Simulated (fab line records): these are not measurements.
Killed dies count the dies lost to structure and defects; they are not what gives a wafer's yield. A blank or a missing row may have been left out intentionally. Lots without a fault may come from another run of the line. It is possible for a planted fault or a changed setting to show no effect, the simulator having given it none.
A lot that was struck, set against a sound lot :: flow gf180mcu :: 30 steps out of a route of 602
Sound: the wafers L188.1, L188.3, L188.4. The struck wafers were L194.1, L194.2, L194.6. The cause comes at the end.
Per side, at each step with rows, come the tool, then ch with its chambers, and then its first start. Under that, the readings that differ: sound wafers :: struck wafers :: difference of the means :: sigmas: that difference in standard deviations of wafers without a fault.
alike: same words and numbers on both sides, and readings whose means sit less than 2 such deviations apart. not compared: any withheld reading, any reading some wafer has no value for, any bound like >300 that may hide the same value, and any number with overlapping values for which the record gives no deviation.
The two part at a step that has a row with sigmas, a row that says differs or no value, or rows on one side only. When numbers do not overlap yet have no deviation, they are printed without sigmas and do not part them. A reading missing from all wafers of one side parts the sides only when that side holds two or more wafers.

GF_STI_BOW_MEAS_00:
  struck on film metro-01, day 3 07:00; sound on film metro-01, day 2 01:00
  alike: INCOMING_BOW
GF_STI_OXIDATION_01: stabilise 600 s, purge 300 s, target thk 10 nm.
  sound on furnace-01 ch 0, day 2 01:07; struck on furnace-02 ch 0, day 3 08:49
GF_STI_THK_MEAS_02:
  struck on film metro-01, day 3 10:28; sound on film metro-04, day 2 02:31
reading: STI_OXIDATION_THK (nm)
sound: 9.93 9.90 9.79
struck: 15.99 16.10 15.93
difference: +6.13
sigmas: +31
then, 1 step without rows for these wafers: GF_STI_CVD_03 (deposits Si3N4 from DCS/NH3, target thk 207.16 nm, time 3551 s).
GF_STI_THK_MEAS_04:
  struck on film metro-04, day 3 15:35; sound on film metro-01, day 2 04:34
  alike: STI_CVD_03_THK
then, 7 steps without rows for these wafers: GF_STI_DEHYDRATE_05 (time 60 s); GF_STI_HMDS_06 (prime time 60 s); GF_STI_COAT_07 (resist thk 700 nm); GF_STI_SOFTBAKE_08 (time 60 s); GF_STI_EXPOSE_09 (exposes mask COMP, target cd 220 nm); GF_STI_PEB_10 (peb time 90 s); GF_STI_DEVELOP_11 (develop time 60 s).
GF_STI_CD_MEAS_12: the cd target is 220 nm.
  struck on cd sem-01, day 3 23:18; sound on cd sem-01, day 2 16:45
  alike: cd nm
GF_STI_ETCH_13: etches the open film in CHF3/O2, stops on Si, target depth 282.31 nm, time 112.9 s.
  sound on rie diel-01 ch 0,1,3, day 2 16:52; struck on rie diel-03 ch 0,1,2, day 3 23:25
  alike: drypump motor current A, oes product au, rf fwd power W, throttle valve pct
  not compared: rf hours counter h
GF_STI_ETCH_14: etches Si in HBr/Cl2/O2, target depth 360 nm, time 102.9 s.
  sound on rie si-02 ch 0,1,3, day 2 16:57; struck on rie si-01 ch 0,2,3, day 3 23:30
  alike: drypump motor current A, oes product au, rf fwd power W, throttle valve pct
  not compared: rf hours counter h
GF_STI_STRIP_15: strips in O2/N2.
  sound on plasma asher-03 ch 0,1, day 2 17:02; struck on plasma asher-02 ch 0,1, day 3 23:34
  alike: drypump motor current A, heater power w, n2 flow sccm, oes product au, platen temp c, strip time to endpoint s
  not compared: rf hours counter h
then, 6 steps without rows for these wafers: GF_STI_CLEAN_16 (cleans in dHF, time 25 s); GF_STI_WET_ETCH_17 (etches Si3N4 in H3PO4, target depth 45 nm, time 514 s); GF_STI_CLEAN_18 (cleans in SC1/SC2, time 150 s); GF_STI_CLEAN_19 (cleans in dHF, time 20 s); GF_STI_WET_ETCH_20 (etches SiO2 in dHF, target depth 20 nm, time 400 s); GF_STI_OXIDATION_21 (stabilise 600 s, purge 300 s, target thk 15 nm).
GF_STI_THK_MEAS_22:
  struck on film metro-01, day 4 02:05; sound on film metro-02, day 2 18:39
  alike: STI_OXIDATION_01_THK
then, 1 step without rows for these wafers: GF_STI_CVD_23 (deposits SiO2, target thk 650 nm, time 108.3 s).
GF_STI_THK_MEAS_24:
  struck on film metro-04, day 4 02:13; sound on film metro-01, day 2 18:47
  alike: STI_CVD_23_THK
GF_STI_CMP_25: polishes, stops on Si3N4, t overpolish 33 s, target thk 524.6 nm.
  sound on cmp-02 ch 1,2,3, day 2 18:51; struck on cmp-01 ch 0,1, day 4 02:20
  alike: motor current A, overpolish run s, retaining ring pressure frac, time to endpoint s
then, 1 step without rows for these wafers: GF_STI_WET_ETCH_26 (etches SiO2 in dHF, target depth 94 nm, time 188 s).
GF_STI_WET_ETCH_27: etches Si3N4 in H3PO4, target depth 160 nm, time 1825 s.
  sound on wet bench-01 ch 2, day 2 19:13; struck on wet bench-03 ch 2, day 4 02:38
reading: model.SiO2_of_STI_OXIDATION_01.thk nm (nm)
sound: 9.881 9.814 9.7
struck: 15.91 16.03 15.85
difference: +6.13
sigmas: 
then, 1 step without rows for these wafers: GF_STI_WET_ETCH_28 (etches SiO2 in dHF, target depth 20 nm, time 40 s).
-- the record jumps here: 28 days lie between the struck wafers' starts before and after (it left off in module STI and takes up again in module PASSIVATION, whose first step shown is number 602 of the route) --
GF_PASSIVATION_PROBE_99:
  the record has rows for the struck wafers here (prober-01, day 31 15:47) and none for the sound ones

WHERE THEY PART
First at GF_STI_THK_MEAS_02; last, within this record, at GF_PASSIVATION_PROBE_99.

WHY: the cause the simulator had injected
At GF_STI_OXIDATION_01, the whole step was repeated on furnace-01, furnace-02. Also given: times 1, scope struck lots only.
